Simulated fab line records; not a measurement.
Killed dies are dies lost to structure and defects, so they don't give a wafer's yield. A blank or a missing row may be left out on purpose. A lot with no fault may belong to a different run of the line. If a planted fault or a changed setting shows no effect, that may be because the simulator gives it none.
A single fault, viewed from 2 desks + flow gf180mcu + numbers are kept per desk, each desk with only its own; the story behind them comes last

FOR THE TOOL OWNER'S DESK: cvdW-02
The tool's own readings at GF_V2_CVD_23 (deposits W, target thk 350 nm, time 104.94 s): means of the sampled wafers that have a number, for each lot that ran on this tool. The brackets show how far a lot's mean lies from the usual mean; more than 4 standard deviations puts the lot out of limits, marked OUT.
Columns: A = heaterPowerW at GF_V2_CVD_23, usual 924 W; B = susceptorTempC at GF_V2_CVD_23, usual 400.03 C
| lot  | first seen here | A   | B                |
|------|-----------------|-----|------------------|
| L802 | day 22 10:58    | 739 | 399.94           |
| L805 | day 23 09:42    | 750 | 399.80           |
| L807 | day 24 03:13    | 766 | 400.31           |
| L813 | day 26 03:50    | 815 | 411.28 (+56) OUT |
| L815 | day 26 20:01    | 763 | 411.19 (+56) OUT |
Finding of this desk: L813, L815 out of limits; the first was L813 at day 26 03:50, on susceptorTempC at GF_V2_CVD_23. L802, L805, L807 stayed within limits.

FROM THE METROLOGY DESK
What the gauges read for every lot (on any tool): the sampled wafers with a number, averaged. The brackets show how far a lot's mean lies from the usual mean; more than 4 standard deviations puts the lot out of limits, marked OUT.
Columns: A = V2_BOW at GF_V2_BOW_MEAS_05, usual 97 um; B = V2_W_RS at GF_V2_RS_MEAS_24, usual 0.324 ohm/sq; C = V2_W_THK at GF_V2_THK_MEAS_25, usual 351 nm
| lot  | first seen here | A   | B               | C             |
|------|-----------------|-----|-----------------|---------------|
| L799 | day 20 03:43    | 93  | 0.322           | 354           |
| L802 | day 21 10:01    | 102 | 0.321           | 357           |
| L803 | day 21 16:31    | 113 | 0.322           | 354           |
| L805 | day 22 09:32    | 86  | 0.326           | 349           |
| L807 | day 23 04:08    | 100 | 0.328           | 348           |
| L813 | day 25 05:19    | 96  | 0.269 (-12) OUT | 417 (+12) OUT |
| L815 | day 25 21:41    | 94  | 0.265 (-13) OUT | 428 (+14) OUT |
| L818 | day 26 16:48    | 94  | 0.322           | 354           |
| L819 | day 26 18:41    | 89  | 0.326           | 350           |
| L820 | day 27 04:53    | 89  | 0.320           | 354           |
Finding of this desk: L813, L815 out of limits, first seen on L813 at day 26 03:56 (V2_W_RS at GF_V2_RS_MEAS_24). L799, L802, L803, L805, L807, L818, L819, L820 stayed within limits.

TAKEN TOGETHER
An alarm could have come from the tool owner's desk at day 26 03:50, on L813, L815.
An alarm was possible from the metrology desk at day 26 03:56, on L813, L815.
Every lot named ran GF_V2_CVD_23 on cvdW-02.

WHAT HAD BEEN PUT IN BY THE SIMULATOR
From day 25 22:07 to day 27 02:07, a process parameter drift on cvdW-02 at GF_V2_CVD_23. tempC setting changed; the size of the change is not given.
Shown lots that were struck: L813, L815.
Counting hours from when the fault started, the first reading out of limits came at 6 for the tool owner's desk and at 6 for the metrology desk.
